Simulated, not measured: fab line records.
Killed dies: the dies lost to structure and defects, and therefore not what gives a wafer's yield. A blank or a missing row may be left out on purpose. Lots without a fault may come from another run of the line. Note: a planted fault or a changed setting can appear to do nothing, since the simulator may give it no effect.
Split-lot trial :: flow sky130 :: on a route of 708 steps: 5 lots, 23 wafers read

== ON THE SPLIT ==
At SKY_VIA2_CMP_02 (polishes SiO2), the setting leave_above_ref_nm was moved away from the recipe's 495 nm on 8 of the 23 wafers read, by -3.5% to +2.8%. The other wafers ran this setting at the recipe's value.

== FROM THE SPLIT TO THE READING: what the file shows between them, 2 steps ==
- SKY_VIA2_DEVELOP_11: develop time 60 s (also split here: develop_time_s)
- SKY_VIA2_ETCH_14: etches BARC in N2/H2, stops on SiO2, time 45.9 s, target depth 60 nm

== THE READING ==
VIA2.feature_depth_nm (the simulator's own value, which no gauge read), in nm, at SKY_VIA2_ETCH_15 (etches SiO2 in C4F8/O2/Ar, stops on TiN, target depth 546 nm, time 84 s). The file does not state a usual value for it. Average 494.5 nm, standard deviation 0.85 nm, over the 15 wafers here run with the recipe.

wafer: L074.1
tool, chamber at the split: cmp-02, 0
leave_above_ref_nm as run, nm: 477.8
against the recipe: -3.5%
VIA2.feature_depth_nm, nm: 476.2
against lot-mates on the recipe: -18.2

wafer: L074.3
tool, chamber at the split: cmp-02, 2
leave_above_ref_nm as run, nm: 477.8
against the recipe: -3.5%
VIA2.feature_depth_nm, nm: 478
against lot-mates on the recipe: -16.4

wafer: L074.4
tool, chamber at the split: cmp-02, 1
leave_above_ref_nm as run, nm: 477.8
against the recipe: -3.5%
VIA2.feature_depth_nm, nm: 477.1
against lot-mates on the recipe: -17.3

wafer: L074.5
tool, chamber at the split: cmp-02, 3
leave_above_ref_nm as run, nm: 495
against the recipe: recipe
VIA2.feature_depth_nm, nm: 494.7
against lot-mates on the recipe: -

wafer: L074.6
tool, chamber at the split: cmp-02, 0
leave_above_ref_nm as run, nm: 495
against the recipe: recipe
VIA2.feature_depth_nm, nm: 494.1
against lot-mates on the recipe: -

wafer: L080.1
tool, chamber at the split: cmp-02, 3
leave_above_ref_nm as run, nm: 480
against the recipe: -3.0%
VIA2.feature_depth_nm, nm: 480.1
against lot-mates on the recipe: -14.1

wafer: L080.2
tool, chamber at the split: cmp-02, 1
leave_above_ref_nm as run, nm: 480
against the recipe: -3.0%
VIA2.feature_depth_nm, nm: 477.7
against lot-mates on the recipe: -16.5

wafer: L080.3
tool, chamber at the split: cmp-02, 0
leave_above_ref_nm as run, nm: 495
against the recipe: recipe
VIA2.feature_depth_nm, nm: 493.4
against lot-mates on the recipe: -

wafer: L080.4
tool, chamber at the split: cmp-02, 2
leave_above_ref_nm as run, nm: 495
against the recipe: recipe
VIA2.feature_depth_nm, nm: 495
against lot-mates on the recipe: -

wafer: L080.5
tool, chamber at the split: cmp-02, 3
leave_above_ref_nm as run, nm: 480
against the recipe: -3.0%
VIA2.feature_depth_nm, nm: 479.3
against lot-mates on the recipe: -14.9

wafer: L081.1
tool, chamber at the split: cmp-02, 0
leave_above_ref_nm as run, nm: 495
against the recipe: recipe
VIA2.feature_depth_nm, nm: 492.8
against lot-mates on the recipe: -

wafer: L081.6
tool, chamber at the split: cmp-02, 0
leave_above_ref_nm as run, nm: 495
against the recipe: recipe
VIA2.feature_depth_nm, nm: 492.8
against lot-mates on the recipe: -

wafer: L081.3
tool, chamber at the split: cmp-02, 2
leave_above_ref_nm as run, nm: 495
against the recipe: recipe
VIA2.feature_depth_nm, nm: 494.4
against lot-mates on the recipe: -

wafer: L083.1
tool, chamber at the split: cmp-02, 3
leave_above_ref_nm as run, nm: 509
against the recipe: +2.8%
VIA2.feature_depth_nm, nm: 509.8
against lot-mates on the recipe: +15.2

wafer: L083.2
tool, chamber at the split: cmp-02, 0
leave_above_ref_nm as run, nm: 495
against the recipe: recipe
VIA2.feature_depth_nm, nm: 493.8
against lot-mates on the recipe: -

wafer: L083.3
tool, chamber at the split: cmp-02, 2
leave_above_ref_nm as run, nm: 495
against the recipe: recipe
VIA2.feature_depth_nm, nm: 495.1
against lot-mates on the recipe: -

wafer: L083.4
tool, chamber at the split: cmp-02, 1
leave_above_ref_nm as run, nm: 509
against the recipe: +2.8%
VIA2.feature_depth_nm, nm: 506.8
against lot-mates on the recipe: +12.2

wafer: L083.6
tool, chamber at the split: cmp-02, 2
leave_above_ref_nm as run, nm: 495
against the recipe: recipe
VIA2.feature_depth_nm, nm: 495
against lot-mates on the recipe: -

wafer: L085.1
tool, chamber at the split: cmp-01, 2,0
leave_above_ref_nm as run, nm: 495
against the recipe: recipe
VIA2.feature_depth_nm, nm: 494.9
against lot-mates on the recipe: -

wafer: L085.4
tool, chamber at the split: cmp-01, 2,0
leave_above_ref_nm as run, nm: 495
against the recipe: recipe
VIA2.feature_depth_nm, nm: 494.9
against lot-mates on the recipe: -

wafer: L085.2
tool, chamber at the split: cmp-01, 3
leave_above_ref_nm as run, nm: 495
against the recipe: recipe
VIA2.feature_depth_nm, nm: 495.2
against lot-mates on the recipe: -

wafer: L085.5
tool, chamber at the split: cmp-01, 3
leave_above_ref_nm as run, nm: 495
against the recipe: recipe
VIA2.feature_depth_nm, nm: 495.2
against lot-mates on the recipe: -

wafer: L085.3
tool, chamber at the split: cmp-01, 1
leave_above_ref_nm as run, nm: 495
against the recipe: recipe
VIA2.feature_depth_nm, nm: 495.5
against lot-mates on the recipe: -
If several chambers appear in one row, that row covers several wafers at once and the file leaves open which wafer was in which chamber.

FIT RESULTS
A straight line over all 23 wafers: VIA2.feature_depth_nm changes by +5 nm for each +1% of leave_above_ref_nm; r = +0.99; the points scatter about the line by 0.98 nm.
The same after taking each lot's own level away (the mean of its wafers on the recipe; 23 wafers): +4.95 nm for each +1%; r = +1.00; scatter 0.81 nm.
According to that fit, moving leave_above_ref_nm by its largest amount changes the reading by 17 nm.
From 493.33 to 495.14 nm: that is the span of the lots' own levels, equal to 2.1 times the standard deviation above.
The two slopes agree, so the slope changes little with the lot-to-lot level.
Check: for one of the wafers moved furthest among these (-3.5%), held out of the fit, the line's prediction against its lot-mates is -17.1 nm. Against them it came out at -18.2 nm.

== OTHER SPLITS APPLIED TO THESE WAFERS ==
Other splits were also applied to these wafers ahead of the reading. Each is held against what the fit with the lots' levels taken away leaves over:
other split on the same wafers: SKY_VIA1_HDPCVD_00 sih4_flow_sccm
wafers away from the commonest value: 5
r with VIA2.feature_depth_nm (lot level and that fit taken away): +0.09

other split on the same wafers: SKY_VIA1_SPUTTER_20 chamber_pressure_pa
wafers away from the commonest value: 18
r with VIA2.feature_depth_nm (lot level and that fit taken away): -0.04

other split on the same wafers: SKY_METAL2_SPUTTER_02 time_s
wafers away from the commonest value: 7
r with VIA2.feature_depth_nm (lot level and that fit taken away): -0.04

other split on the same wafers: SKY_VIA2_DEVELOP_11 develop_time_s
wafers away from the commonest value: 5
r with VIA2.feature_depth_nm (lot level and that fit taken away): +0.27

== THE WHOLE CHAIN: every reading that the file lists as answering this split, in the file's order ==
step: SKY_VIA2_CMP_02
what it does: polishes SiO2
reading: SiO2_of_VIA2_HDPCVD_00.thk_nm (the simulator's own value, which no gauge read)
change (the file's fit): +4.95 nm for each +1% of the setting
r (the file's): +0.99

step: SKY_VIA2_ETCH_15
what it does: etches SiO2 in C4F8/O2/Ar, stops on TiN, target depth 546 nm, time 84 s
reading: VIA2.feature_depth_nm (the simulator's own value, which no gauge read)
change (the file's fit): +4.95 nm for each +1% of the setting
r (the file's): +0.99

== FILE'S OWN FIT ==
VIA2.feature_depth_nm changes by +4.95 nm for each +1% of leave_above_ref_nm, r = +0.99.
